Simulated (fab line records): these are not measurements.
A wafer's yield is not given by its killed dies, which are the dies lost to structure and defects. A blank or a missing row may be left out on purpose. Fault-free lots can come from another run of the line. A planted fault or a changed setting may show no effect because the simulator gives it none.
Which tool did it? ; flow sky130 ; route of 708 steps, sampled at 1 step: 7 lots, 21 wafers

WHAT THE GAUGES READ, wafer by wafer
SKY_VIA2_CD_MEAS_12: the cd target is 200 nm.
lot;measured;on;cd-nm (nm)
L514;day 37 14:51;cd-sem-02;201.5 200.3 199.4
L516;day 38 04:20;cd-sem-01;199.6 199.6 199.9
L519;day 39 04:56;cd-sem-01;200.2 199.8 199.0
L521;day 39 17:01;cd-sem-01;201.1 202.1 200.9
L525;day 41 06:18;cd-sem-01;203.4 203.2 201.4
L526;day 41 11:07;cd-sem-01;200.6 200.3 201.8
L534;day 43 03:56;cd-sem-02;202.3 201.2 200.3

EACH LOT AND THE TOOL THAT RAN IT (in order: tool; ch and the chambers of the sampled wafers; start)
Record: no process step prior to these readings.

THE ANSWER, worked out from the rows above alone
Rule: what is usual is taken from the lots themselves. Put in order of their means at a reading, lots are off if they are a third of the lots or fewer, leave a main group of 4 or more, and stand apart from it by a gap of 3 or more times the standard deviation of the main group's means; of several such gaps the widest counts. The tables above print the reading to a certain number of digits; a main group whose means all agree to those digits is not used. Also off: a lot with no number at a reading for which 4 or more lots have one. Where the step has rows for the other lots, those lots are counted as sound.
Across all readings shown, no lot is off: no conclusion can be drawn from this.

WHAT THE SIMULATOR HAD PUT IN
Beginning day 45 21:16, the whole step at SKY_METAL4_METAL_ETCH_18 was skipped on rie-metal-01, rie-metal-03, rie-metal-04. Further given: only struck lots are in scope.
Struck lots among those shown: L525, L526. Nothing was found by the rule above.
